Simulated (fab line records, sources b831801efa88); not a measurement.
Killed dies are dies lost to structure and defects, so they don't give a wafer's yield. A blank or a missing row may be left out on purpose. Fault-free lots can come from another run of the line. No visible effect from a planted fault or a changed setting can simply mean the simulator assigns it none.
A single fault, viewed from 2 desks ; flow sky130 ; each desk has only its own numbers; what lay behind them comes last

TOOL OWNER'S DESK, plasma asher-01
The tool's own readings at SKY_LDD_N_STRIP_16 (strips in O2/N2): means of the sampled wafers that have a number, for each lot that ran on this tool. Marked OUT: a lot whose mean sits more than 4 standard deviations from the usual mean, which makes it out of limits; the brackets give that distance.
Columns: A = drypump motor current A at SKY_LDD_N_STRIP_16, usual 5.77 A; B = oes product au at SKY_LDD_N_STRIP_16, usual 0.407 a.u.; C = strip time to endpoint s at SKY_LDD_N_STRIP_16, usual 4.326 s
lot;first seen here;A;B;C
L269;day 17 15:14;5.81;0.407;4.324
L273;day 20 03:32;5.80;0.409;4.312
L276;day 20 20:38;5.80;0.407;4.325
L277;day 21 20:04;5.82;0.410;4.333
L286;day 24 06:41;5.81;0.412;4.328
L287;day 24 09:44;5.80;0.411;4.323
This desk's finding: nothing out of limits on any of the 6 lots.

AT THE METROLOGY DESK
Lot by lot, what the gauges showed, no matter which tool ran the lot: averages of those sampled wafers that carry a number. Marked OUT: a lot whose mean sits more than 4 standard deviations from the usual mean, which makes it out of limits; the brackets give that distance.
Columns: A = CONTACT_W_THK at SKY_CONTACT_THK_MEAS_26, usual 341 nm; B = cd nm at SKY_METAL1_CD_MEAS_15, usual 139.3 nm
lot;first seen here;A;B
L269;day 31 18:21;331;139.7
L273;day 33 20:08;334;139.0
L274;day 34 04:47;338;136.8
L276;day 34 13:47;346;141.5
L275;day 34 14:46;339;138.6
L277;day 35 05:52;330;140.7
L279;day 35 09:15;352;141.5
L281;day 35 22:11;349;141.9
L286;day 37 07:11;339;139.6
L287;day 37 11:12;347;138.5
L289;day 38 06:13;346;138.0
L290;day 38 19:39;346;138.3
L292;day 38 21:55;345;137.4
This desk's finding: nothing out of limits on any of the 13 lots.

TAKEN TOGETHER
The tool owner's desk saw nothing out of limits.
From the metrology desk's view, nothing was out of limits.

WHAT WAS PUT IN BY THE SIMULATOR
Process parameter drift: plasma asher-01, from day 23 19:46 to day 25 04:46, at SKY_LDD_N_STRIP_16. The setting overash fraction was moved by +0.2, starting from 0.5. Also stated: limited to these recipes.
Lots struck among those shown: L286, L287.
